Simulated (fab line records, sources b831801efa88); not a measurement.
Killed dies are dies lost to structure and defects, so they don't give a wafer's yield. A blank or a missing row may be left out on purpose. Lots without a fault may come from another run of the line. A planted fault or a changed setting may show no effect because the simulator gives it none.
A struck lot beside a sound one | flow sky130 | 18 steps out of a route of 708
Sound: wafers L698.1, L698.5, L698.6. Struck: wafers L696.3, L696.5, L696.6. The cause comes at the end.
At each step with rows: each side's tool, then ch and its chambers, then its first start. Under that, the readings that differ: sound wafers | struck wafers | difference of the means | sigmas: that difference in standard deviations of wafers without a fault.
alike: readings whose means differ by less than 2 such deviations, and words and numbers that are the same on both sides. not compared: withheld readings, readings that some wafer has no value for, bounds like >300 that may hide the same value, and numbers for which the record gives no deviation and whose values overlap.
The two part at a step that has a row with sigmas, a row that says differs or no value, or rows on one side only. Numbers that don't overlap but have no deviation are shown without sigmas and don't part them. A reading that every wafer of one side lacks parts them only if that side has two wafers or more.

SKY_SONOS_ONO_OVL_MEAS_14:
  sound on overlay-02, day 17 21:41; struck on overlay-02, day 17 21:32
  alike: SONOS_ONO_OVL
SKY_SONOS_ONO_ETCH_15: etches the open film in CHF3/O2, target depth 19.52 nm, time 7.8 s.
  sound on rie_diel-04 ch 0,1, day 17 21:43; struck on rie_diel-02 ch 1,2,3, day 17 21:34
  alike: drypump_motor_current_A, oes_product_au, rf_fwd_power_W, throttle_valve_pct
  not compared: rf_hours_counter_h
then, 1 step without rows for these wafers: SKY_SONOS_ONO_WET_ETCH_16 (etches SiO2 in dHF, target depth 14 nm, time 280 s).
SKY_SONOS_ONO_STRIP_17: strips in O2/N2.
  sound on plasma_asher-02 ch 0,1, day 17 21:49; struck on plasma_asher-04 ch 0,1, day 17 21:42
  alike: drypump_motor_current_A, oes_product_au, strip_time_to_endpoint_s
  not compared: rf_hours_counter_h
then, 3 steps without rows for these wafers: SKY_SONOS_ONO_WET_ETCH_18 (etches Si3N4 in H3PO4, target depth 15 nm, time 172 s); SKY_GATE_OXIDE_CLEAN_00 (cleans in SC1/SC2, time 150 s); SKY_GATE_OXIDE_OXIDATION_01 (stabilise 600 s, purge 300 s, target thk 10.268 nm).
SKY_GATE_OXIDE_THK_MEAS_02:
  sound on film_metro-01, day 18 00:02; struck on film_metro-01, day 17 23:19
  alike: GATE_OXIDE_OXIDATION_00_THK
then, 4 steps without rows for these wafers: SKY_GATE_OXIDE_DEHYDRATE_03 (time 60 s); SKY_GATE_OXIDE_HMDS_04 (prime time 60 s); SKY_GATE_OXIDE_COAT_05 (resist thk 1140 nm); SKY_GATE_OXIDE_SOFTBAKE_06 (time 60 s).
SKY_GATE_OXIDE_EXPOSE_07: exposes mask LVOM, target cd 600 nm.
  sound on iline_stepper-01 ch 0, day 18 14:50; struck on iline_stepper-02 ch 0, day 18 14:16
  reading                            | sound                   | struck               | difference | sigmas
  model.GATE_OXIDE.overlay_x_nm (nm) | -0.1122 -0.1122 -0.1122 | -158.7 -158.7 -158.7 | -158.6     |
  alike: mask, stage_vel_mm_s
then, 2 steps without rows for these wafers: SKY_GATE_OXIDE_PEB_08; SKY_GATE_OXIDE_DEVELOP_09 (develop time 60 s).
SKY_GATE_OXIDE_OVL_MEAS_10:
  sound on overlay-02, day 19 04:58; struck on overlay-01, day 19 04:40
  reading             | sound       | struck               | difference | sigmas
  GATE_OXIDE_OVL (nm) | 0.7 0.9 0.5 | -162.4 -162.9 -162.7 | -163.4     | -99 or more
then, 2 steps without rows for these wafers: SKY_GATE_OXIDE_IMPLANT_11; SKY_PAD_OPEN_PROBE_99.

WHERE THEY PART
Only at SKY_GATE_OXIDE_OVL_MEAS_10, within this record.

WHY: what the simulator had put in
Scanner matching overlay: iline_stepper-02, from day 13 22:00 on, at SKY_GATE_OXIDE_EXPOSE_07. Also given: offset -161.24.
